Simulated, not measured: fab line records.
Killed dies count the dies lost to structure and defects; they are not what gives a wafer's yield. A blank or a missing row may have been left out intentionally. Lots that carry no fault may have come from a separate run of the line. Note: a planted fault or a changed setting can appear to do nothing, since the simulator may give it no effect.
Which tool is to blame? | flow sky130 | at 1 step of a route of 708, 14 lots with 42 wafers sampled

== WHAT EACH GAUGE READ, for each wafer ==
SKY_VIA4_BOW_MEAS_03.
lot  | measured     | on           | VIA4_BOW (um)
L968 | day 43 04:25 | filmMetro-01 | 80 78 75
L969 | day 43 08:30 | filmMetro-04 | 82 75 76
L970 | day 43 16:19 | filmMetro-01 | 92 93 78
L971 | day 43 23:37 | filmMetro-01 | 81 96 101
L976 | day 45 10:45 | filmMetro-03 | 81 83 77
L978 | day 46 00:22 | filmMetro-03 | 93 91 85
L979 | day 46 04:35 | filmMetro-04 | 74 76 72
L981 | day 47 07:30 | filmMetro-04 | 95 89 77
L982 | day 47 07:48 | filmMetro-04 | 55 64 51
L983 | day 47 08:35 | filmMetro-01 | 62 65 55
L984 | day 47 08:52 | filmMetro-01 | 72 76 85
L985 | day 47 14:22 | filmMetro-04 | 84 78 82
L986 | day 47 16:23 | filmMetro-01 | 99 84 75
L987 | day 48 02:46 | filmMetro-04 | 75 85 89

== WHICH TOOL RAN EACH LOT (tool, then ch and the chambers of the sampled wafers, then the start) ==
There is no process step in the record ahead of these readings.

== AS READ BY THE TOOLS THEMSELVES (means over the sampled wafers that have a number; for cases with no such wafer, the mark the record gives instead) ==
The record holds no such reading with a usual standard deviation.

== THE ANSWER, worked out from the rows above alone ==
Rule: the lots themselves supply what counts as usual. Put in order of their means at a reading, lots are off if they are a third of the lots or fewer, leave a main group of 4 or more, and stand apart from it by a gap of 3 or more times the standard deviation of the main group's means; of several such gaps the widest counts. Not used: any main group whose means are identical at the precision the tables above print for the reading. A lot without any number at a reading at which 4 lots or more have one is off too. All remaining lots with rows at the step are treated as sound. After the gauges, taken in route order, come the tools' own readings; for these a lot's mean is taken, as printed above. At the first step where some lot is off, the reading lying furthest off is the one used; lots without a number count as furthest.
None of the lots is off at any reading shown; this tells nothing.

== WHAT THE SIMULATOR PUT IN ==
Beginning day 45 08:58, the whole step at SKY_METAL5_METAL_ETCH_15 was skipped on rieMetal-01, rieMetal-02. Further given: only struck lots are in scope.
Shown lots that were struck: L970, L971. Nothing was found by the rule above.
